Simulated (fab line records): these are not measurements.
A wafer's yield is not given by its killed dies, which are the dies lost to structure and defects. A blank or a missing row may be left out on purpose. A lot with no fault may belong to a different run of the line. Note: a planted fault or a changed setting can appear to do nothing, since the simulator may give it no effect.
Comparing a struck lot with a sound one || flow sfq_line || 42 steps out of a route of 325
Sound: these wafers, L836.1, L836.2, L836.6. Struck: wafers L841.3, L841.4. (L841.5 of the same lot was not struck and is left out.) The cause comes at the end.
Per side, at each step with rows, come the tool, then ch with its chambers, and then its first start. Under that, the readings that differ: sound wafers || struck wafers || difference of the means || sigmas: that difference in standard deviations of wafers without a fault.
alike: readings whose means differ by less than 2 such deviations, and words and numbers that are the same on both sides. not compared: withheld readings, readings that some wafer has no value for, bounds like >300 that may hide the same value, and numbers for which the record gives no deviation and whose values overlap.
Wherever a step has rows on one side only, a row that says differs or no value, or a row with sigmas, the two part there. When numbers do not overlap yet have no deviation, they are printed without sigmas and do not part them. A reading missing from all wafers of one side parts the sides only when that side holds two or more wafers.

first, 1 step without rows for these wafers: SFQ_TRILAYER_R5_DEP_SPUTTER_133 (material MoNx, target thk 40 nm, time 66.7 s).
SFQ_TRILAYER_R5_DEP_SPUTTER_134: material Ti, target thk 5 nm, time 5 s.
  sound on pvd_sputter-05, day 63 11:08; struck on pvd_sputter-03, day 69 00:05
  alike: base_pressure_pa, throttle_valve_pct
SFQ_R5_RS_MEAS_933: a four-point-probe measurement.
  sound on film_metro-03, day 63 11:09; struck on film_metro-03, day 69 00:09
  alike: R5_MONX_RS
SFQ_R5_THK_MEAS_934: measures by xrf.
  sound on film_metro-03, day 63 11:16; struck on film_metro-03, day 69 00:15
  alike: R5_MONX_THK
then, 6 steps without rows for these wafers: SFQ_TRILAYER_R5_LITHO_COAT_141 (resist thk 62 nm); SFQ_TRILAYER_R5_LITHO_COAT_136 (resist thk 600 nm); SFQ_TRILAYER_R5_LITHO_SOFTBAKE_140; SFQ_TRILAYER_R5_LITHO_EXPOSE_137 (exposes mask R5, target cd 500 nm); SFQ_TRILAYER_R5_LITHO_PEB_139 (peb time 60 s); SFQ_TRILAYER_R5_LITHO_DEVELOP_138 (time 60 s).
-- the record jumps here: 5 days lie between the struck wafers' starts before and after --
SFQ_R5_OVL_MEAS_935:
  sound on overlay-01, day 68 23:28; struck on overlay-02, day 73 18:31
  alike: R5_OVL
then, 1 step without rows for these wafers: SFQ_TRILAYER_R5_BARC_OPEN_METAL_ETCH_177 (etches BARC in O2, target depth 125 nm, time 41.7 s).
SFQ_TRILAYER_R5_ETCH_METAL_ETCH_139: etches the open film in Cl2, stops on SiO2, target depth 60 nm, time 40 s.
  sound on rie_metal-02 ch 0,1, day 68 23:34; struck on rie_metal-02 ch 0,1, day 73 18:37
{"reading": "oes_product_au (a.u.)", "sound": "0.994 0.988 1.001", "struck": "0.763 0.772", "difference": -0.227, "sigmas": -42}
{"reading": "model.R5.feature_depth_nm (nm)", "sound": "60 60 60", "struck": "37.42 37.63", "difference": -22.47, "sigmas": ""}
{"reading": "model.etch.depth_nm (nm)", "sound": "60 60 60", "struck": "37.42 37.63", "difference": -22.47, "sigmas": ""}
{"reading": "model.KrF_of_TRILAYER_R5_LITHO_COAT_136.thk_nm (nm)", "sound": "497.7 498.7 499.5", "struck": "509.4 507.3", "difference": "+9.7", "sigmas": ""}
  alike: drypump_motor_current_A
  not compared: rf_hours_counter_h
then, 9 steps without rows for these wafers: SFQ_TRILAYER_R5_STRIP_STRIP_140 (strips in O2); SFQ_TRILAYER_R5_STRIP_SOLV_CLEAN_141 (cleans in NMP, time 600 s); SFQ_TRILAYER_A5C_DEP_PECVD_142 (deposits SiO2 from SiH4/N2O, time 15.556 s, target thk 70 nm); SFQ_TRILAYER_I5_LITHO_COAT_149 (resist thk 62 nm); SFQ_TRILAYER_I5_LITHO_COAT_144 (resist thk 650 nm); SFQ_TRILAYER_I5_LITHO_SOFTBAKE_148; SFQ_TRILAYER_I5_LITHO_EXPOSE_145 (exposes mask I5, target cd 700 nm); SFQ_TRILAYER_I5_LITHO_PEB_147 (peb time 60 s); SFQ_TRILAYER_I5_LITHO_DEVELOP_146 (time 60 s).
SFQ_I5_OVL_MEAS_936:
  sound on overlay-02, day 73 19:42; struck on overlay-02, day 74 11:27
  alike: I5_OVL
then, 1 step without rows for these wafers: SFQ_TRILAYER_I5_BARC_OPEN_VIA_ETCH_200 (etches BARC in O2, target depth 125 nm, time 41.7 s).
SFQ_TRILAYER_I5_ETCH_VIA_ETCH_147: etches the open film in CHF3, stops on Nb, target depth 360 nm.
  sound on rie_diel-04 ch 0,2, day 73 19:47; struck on rie_diel-01 ch 0,2, day 74 11:31
  alike: drypump_motor_current_A, oes_product_au
SFQ_TRILAYER_I5_STRIP_STRIP_148: strips in O2.
  sound on rie_metal-03 ch 0, day 73 19:56; struck on rie_metal-03 ch 0,1, day 74 11:52
  alike: drypump_motor_current_A, oes_product_au
  not compared: rf_hours_counter_h
then, 7 steps without rows for these wafers: SFQ_TRILAYER_I5_STRIP_SOLV_CLEAN_149 (cleans in NMP, time 600 s); SFQ_TRILAYER_C5_LITHO_COAT_156 (resist thk 62 nm); SFQ_TRILAYER_C5_LITHO_COAT_151 (resist thk 650 nm); SFQ_TRILAYER_C5_LITHO_SOFTBAKE_155; SFQ_TRILAYER_C5_LITHO_EXPOSE_152 (exposes mask C5, target cd 500 nm); SFQ_TRILAYER_C5_LITHO_PEB_154 (peb time 60 s); SFQ_TRILAYER_C5_LITHO_DEVELOP_153 (time 60 s).
-- the record jumps here: 4 days lie between the struck wafers' starts before and after --
SFQ_C5_OVL_MEAS_937:
  sound on overlay-01, day 77 13:23; struck on overlay-01, day 78 03:47
  alike: C5_OVL
then, 1 step without rows for these wafers: SFQ_TRILAYER_C5_BARC_OPEN_VIA_ETCH_210 (etches BARC in O2, target depth 125 nm, time 41.7 s).
SFQ_TRILAYER_C5_ETCH_VIA_ETCH_154: etches SiO2 in CHF3, stops on Nb, target depth 84 nm.
  sound on rie_diel-02 ch 0,2,3, day 77 13:27; struck on rie_diel-02 ch 0,3, day 78 03:51
  alike: drypump_motor_current_A, oes_product_au
then, 3 steps without rows for these wafers: SFQ_TRILAYER_C5_STRIP_STRIP_155 (strips in O2); SFQ_TRILAYER_C5_STRIP_SOLV_CLEAN_156 (cleans in NMP, time 600 s); SFQ_TRILAYER_M6_DEP_PRE_CLEAN_158 (time 22.5 s).
SFQ_TRILAYER_M6_DEP_SPUTTER_157: material Nb, target thk 200 nm, time 133.3 s.
  sound on pvd_sputter-03, day 77 14:19; struck on pvd_sputter-06, day 78 04:43
  alike: base_pressure_pa, throttle_valve_pct
SFQ_M6_RS_MEAS_938: a four-point-probe measurement.
  sound on film_metro-04, day 77 14:24; struck on film_metro-01, day 78 04:50
  alike: M6_NB_RS
-- the record jumps here: 12 days lie between the struck wafers' starts before and after (it left off in module M6 and takes up again in module M8, whose first step shown is number 325 of the route) --
SFQ_M8_BOW_MEAS_951:
  sound on film_metro-01, day 89 10:13; struck on film_metro-03, day 90 07:01
{"reading": "model.etest.r5.comb_log10_ohm", "sound": "12 12 12", "struck": "0 0", "difference": -12, "sigmas": ""}
  alike: M8_BOW

== WHERE THEY PART ==
At SFQ_TRILAYER_R5_ETCH_METAL_ETCH_139 and nowhere else, as far as this record goes. Later steps at which nothing parts them and some readings are alike: SFQ_I5_OVL_MEAS_936, SFQ_TRILAYER_I5_ETCH_VIA_ETCH_147, SFQ_TRILAYER_I5_STRIP_STRIP_148, SFQ_C5_OVL_MEAS_937, SFQ_TRILAYER_C5_ETCH_VIA_ETCH_154, SFQ_TRILAYER_M6_DEP_SPUTTER_157, SFQ_M6_RS_MEAS_938, SFQ_M8_BOW_MEAS_951.

WHY: what the simulator had put in
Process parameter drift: rie_metal-02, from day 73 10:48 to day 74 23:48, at SFQ_TRILAYER_R5_ETCH_METAL_ETCH_139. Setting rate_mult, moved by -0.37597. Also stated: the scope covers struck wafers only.
